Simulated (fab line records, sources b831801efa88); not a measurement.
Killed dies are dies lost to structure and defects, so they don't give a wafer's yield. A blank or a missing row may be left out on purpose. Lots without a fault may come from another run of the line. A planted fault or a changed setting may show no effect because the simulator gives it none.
A struck lot beside a sound one | flow sky130 | 20 steps out of a route of 708
Sound: wafers L431.1, L431.4, L431.6. Struck: wafer L442.5. (L442.4, L442.6 of the same lot were not struck and are left out.) The cause comes at the end.
At each step with rows: each side's tool, then ch and its chambers, then its first start. Under that, the readings that differ: sound wafers | struck wafers | difference of the means | sigmas: that difference in standard deviations of wafers without a fault.
alike: readings whose means differ by less than 2 such deviations, and words and numbers that are the same on both sides. not compared: withheld readings, readings that some wafer has no value for, bounds like >300 that may hide the same value, and numbers for which the record gives no deviation and whose values overlap.
The two part at a step that has a row with sigmas, a row that says differs or no value, or rows on one side only. Numbers that don't overlap but have no deviation are shown without sigmas and don't part them. A reading that every wafer of one side lacks parts them only if that side has two wafers or more.

SKY_METAL2_SPUTTER_02: material AlCu, target thk 250 nm, time 13.3 s.
  sound on pvd_sputter-03, day 35 20:50; struck on pvd_sputter-04, day 38 10:06
  alike: chamber_pressure_pa, throttle_valve_pct
SKY_METAL2_SPUTTER_03: material Ti, target thk 5 nm, time 3.3 s.
  sound on pvd_sputter-03, day 35 20:51; struck on pvd_sputter-04, day 38 10:07
  alike: chamber_pressure_pa, throttle_valve_pct
SKY_METAL2_SPUTTER_04: material TiN, target thk 70 nm, time 58.3 s.
  sound on pvd_sputter-03, day 35 20:52; struck on pvd_sputter-04, day 38 10:08
  alike: chamber_pressure_pa, throttle_valve_pct
SKY_METAL2_RS_MEAS_05: measures by four-point-probe.
  sound on film_metro-02, day 35 20:55; struck on film_metro-02, day 38 10:15
  alike: METAL2_ALCU_RS
SKY_METAL2_THK_MEAS_06: measures by xrf.
  sound on film_metro-02, day 35 21:02; struck on film_metro-02, day 38 10:20
  alike: METAL2_ALCU_THK
then, 7 steps without rows for these wafers: SKY_METAL2_DEHYDRATE_07 (time 60 s); SKY_METAL2_HMDS_08 (prime time 60 s); SKY_METAL2_COAT_09 (resist thk 60 nm); SKY_METAL2_COAT_10 (resist thk 450 nm); SKY_METAL2_SOFTBAKE_11 (time 90 s); SKY_METAL2_EXPOSE_12 (exposes mask MM2, target cd 140 nm); SKY_METAL2_PEB_13.
SKY_METAL2_DEVELOP_14: develop time 60 s.
  sound on litho_track-04 ch 0, day 36 22:00; struck on litho_track-01 ch 0, day 39 10:00
SKY_METAL2_CD_MEAS_15: target cd 140 nm.
  sound on cd_sem-02, day 36 22:46; struck on cd_sem-01, day 39 10:16
  reading    | sound             | struck | difference | sigmas
  cd_nm (nm) | 143.0 143.1 142.6 | 136.5  | -6.4       | -5
SKY_METAL2_OVL_MEAS_16:
  sound on overlay-02, day 36 22:53; struck on overlay-02, day 39 10:20
  alike: METAL2_OVL
SKY_METAL2_DESCUM_17: chemistry O2, time 8 s.
  sound on rie_metal-02 ch 1, day 36 22:55; struck on rie_metal-04 ch 1, day 39 10:23
  reading                 | sound           | struck | difference | sigmas
  model.METAL2.cd_nm (nm) | 141.8 143 142.5 | 136    | -6         |
  alike: drypump_motor_current_A, oes_product_au
  not compared: rf_hours_counter_h
SKY_METAL2_ETCH_18: etches BARC in N2/H2, stops on SiO2, time 45.9 s, target depth 60 nm.
  sound on rie_metal-02 ch 1, day 36 22:57; struck on rie_metal-04 ch 1, day 39 10:29
  alike: drypump_motor_current_A, oes_product_au, throttle_valve_pct
  not compared: rf_hours_counter_h
SKY_METAL2_METAL_ETCH_19: etches the open film in Cl2/BCl3, stops on SiO2, target depth 360 nm, time 78 s.
  sound on rie_metal-02 ch 1, day 36 23:01; struck on rie_metal-04 ch 1, day 39 10:38
  reading                 | sound                | struck | difference | sigmas
  throttle_valve_pct (%)  | 22.279 22.264 22.286 | 22.255 | -0.021     | -2
  model.METAL2.cd_nm (nm) | 143.5 144.1 144.2    | 135.3  | -8.6       |
  alike: drypump_motor_current_A, mfc_cl2_sccm, oes_product_au
  not compared: rf_hours_counter_h
SKY_METAL2_STRIP_20: strips in O2/N2.
  sound on plasma_asher-04 ch 0, day 36 23:06; struck on plasma_asher-02 ch 1, day 39 10:46
  alike: drypump_motor_current_A, oes_product_au, strip_time_to_endpoint_s
  not compared: rf_hours_counter_h
-- the record jumps here: 10 days lie between the struck wafers' starts before and after (it left off in module METAL2 and takes up again in module PAD_OPEN, whose first step shown is number 708 of the route) --
SKY_PAD_OPEN_PROBE_99:
  the record has rows for the struck wafers here (prober-02, day 49 01:56) and none for the sound ones

WHERE THEY PART
First at SKY_METAL2_CD_MEAS_15; last, within this record, at SKY_PAD_OPEN_PROBE_99.

WHY: what the simulator had put in
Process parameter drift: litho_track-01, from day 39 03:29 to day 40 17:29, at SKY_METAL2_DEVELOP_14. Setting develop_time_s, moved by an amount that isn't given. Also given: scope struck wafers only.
